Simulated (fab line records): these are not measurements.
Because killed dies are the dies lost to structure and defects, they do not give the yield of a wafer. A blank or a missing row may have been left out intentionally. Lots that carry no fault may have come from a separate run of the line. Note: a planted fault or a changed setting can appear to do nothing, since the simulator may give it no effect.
Lot-split experiment    flow sky130    23 wafers read across 5 lots, on a route 708 steps long

## SPLIT DETAILS
At SKY_POLY_GATE_IMPLANT_02, the setting energy_kev was moved away from the recipe's 30 on 5 of the 23 wafers read, by -3.7% to +2.2%. This setting was run at the recipe's value on the other wafers.

The reading is taken at the split's own step.

## THE READING
implant.drp_nm (the simulator's own value, which no gauge read), in nm, at SKY_POLY_GATE_IMPLANT_02. The file does not state a usual value for it.

wafer   tool, chamber at the split  energy_kev as run  against the recipe  implant.drp_nm, nm  against lot-mates on the recipe
L074.2  implanter-01, 0             30                 recipe              16.6                -
L074.4  implanter-01, 0             30                 recipe              16.6                -
L074.5  implanter-01, 0             30                 recipe              16.6                -
L076.1  implanter-01, 0             30.67              +2.2%               16.91               +0.31
L076.2  implanter-01, 0             30.67              +2.2%               16.91               +0.31
L076.4  implanter-01, 0             30                 recipe              16.6                -
L076.5  implanter-01, 0             30                 recipe              16.6                -
L076.6  implanter-01, 0             30                 recipe              16.6                -
L081.1  implanter-03, 0             30                 recipe              16.6                -
L081.2  implanter-03, 0             30                 recipe              16.6                -
L081.3  implanter-03, 0             30                 recipe              16.6                -
L081.5  implanter-03, 0             30                 recipe              16.6                -
L081.6  implanter-03, 0             30                 recipe              16.6                -
L083.1  implanter-03, 0             30                 recipe              16.6                -
L083.4  implanter-03, 0             30                 recipe              16.6                -
L083.2  implanter-03, 0             28.9               -3.7%               16.23               -0.37
L083.3  implanter-03, 0             28.9               -3.7%               16.23               -0.37
L083.6  implanter-03, 0             28.9               -3.7%               16.23               -0.37
L085.1  implanter-01, 0             30                 recipe              16.6                -
L085.2  implanter-01, 0             30                 recipe              16.6                -
L085.4  implanter-01, 0             30                 recipe              16.6                -
L085.5  implanter-01, 0             30                 recipe              16.6                -
L085.6  implanter-01, 0             30                 recipe              16.6                -

THE FIT
A straight line over all 23 wafers: implant.drp_nm changes by +0.11 nm for each +1% of energy_kev; r = +0.99; the points scatter about the line by 0.021 nm.
The same after taking each lot's own level away (the mean of its wafers on the recipe; 23 wafers): +0.11 nm for each +1%; r = +0.99; scatter 0.021 nm.
On that fit, the largest move of energy_kev shifts the reading by 0.4 nm.
The lots' own levels span 16.600 to 16.600 nm.
Consequently the slope shifts little with the lot-to-lot level, the two slopes agreeing.
Check: -0.401 nm against its lot-mates is what the line predicts for one of the wafers moved furthest among these (-3.7%) when that wafer is left out of the fit. It came out at -0.37 nm against them.

## OTHER SPLITS ON THESE WAFERS
These wafers also went through other splits before the reading. Each is held against what the fit with the lots' levels taken away leaves over:
other split on the same wafers           wafers away from the commonest value  r with implant.drp_nm (lot level and that fit taken away)
SKY_VT_ADJUST_HVTR_IMPLANT_09 dose_cm2   10                                    +0.09
SKY_VT_ADJUST_PCH_IMPLANT_08 energy_kev  4                                     +0.17
SKY_SONOS_ONO_DEVELOP_12 develop_time_s  6                                     +0.10
SKY_POLY_GATE_CVD_00 pressure_mtorr      18                                    +0.11

## THE WHOLE CHAIN: every reading that the file lists as answering this split, in the file's order
step                      what it does     reading                                                          change (the file's fit)                r (the file's)
SKY_POLY_GATE_IMPLANT_02                   implant.rp_nm (the simulator's own value, which no gauge read)   +0.278 nm for each +1% of the setting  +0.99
SKY_POLY_GATE_IMPLANT_02                   implant.drp_nm (the simulator's own value, which no gauge read)  +0.111 nm for each +1% of the setting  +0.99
SKY_RES_PROTECT_STRIP_07  strips in O2/N2  strip_time_to_endpoint_s                                         withheld for each +1% of the setting   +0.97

## THE FILE'S OWN FIT
implant.drp_nm changes by +0.111 nm for each +1% of energy_kev, r = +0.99.
